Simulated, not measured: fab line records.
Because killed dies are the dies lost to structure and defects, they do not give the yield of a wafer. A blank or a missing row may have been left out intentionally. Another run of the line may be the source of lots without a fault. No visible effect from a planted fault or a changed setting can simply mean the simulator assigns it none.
Matching of chambers ; flow sky130 ; SKY_LI_CONTACT_CMP_24 on cmp-01 has 4 sister chambers
The step polishes, stops on PSG, t overpolish 20 s, target thk 0 nm. 4 wafers are shown with their chamber, then 7 later ones without.

## WAFERS, EACH WITH ITS CHAMBER
wafer;chamber;timeToEndpointS (s)
L389.2;3;97
L400.2;2;95
L407.3;0;94
L407.4;1;88

## WAFERS WITH NO CHAMBER GIVEN
wafer;timeToEndpointS (s)
L407.6;92
L408.1;98
L408.2;99
L408.6;99
L410.3;95
L410.5;96
L410.6;94

## WHICH CHAMBER EACH WENT THROUGH
wafer;from the rows above;in truth
L407.6;can't be placed: 0 or 2 or 1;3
L408.1;can't be placed: 3 or 2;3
L408.2;can't be placed: 3 or 2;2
L408.6;can't be placed: 3 or 2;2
L410.3;can't be placed: 2 or 0 or 3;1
L410.5;can't be placed: 2 or 3 or 0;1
L410.6;can't be placed: 0 or 2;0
0 of 7 placed correctly. Unplaceable from these rows: 7, with the true chamber sitting among the candidates in 4. Placed wrongly: 0.
How it was worked out, from the rows above alone: a wafer's distance from a chamber is the root of the sum, over the readings, of the square of ((its reading less the chamber's mean) divided by the reading's scatter). The wafer belongs to the nearest chamber; if the next one is less than 2 further off, it can't be placed. For every chamber, the mean is computed from those of its wafers that are shown. The scatter (one wafer shown for each chamber): square how far every hidden wafer sits from the nearest shown wafer, average those squares and take the square root.
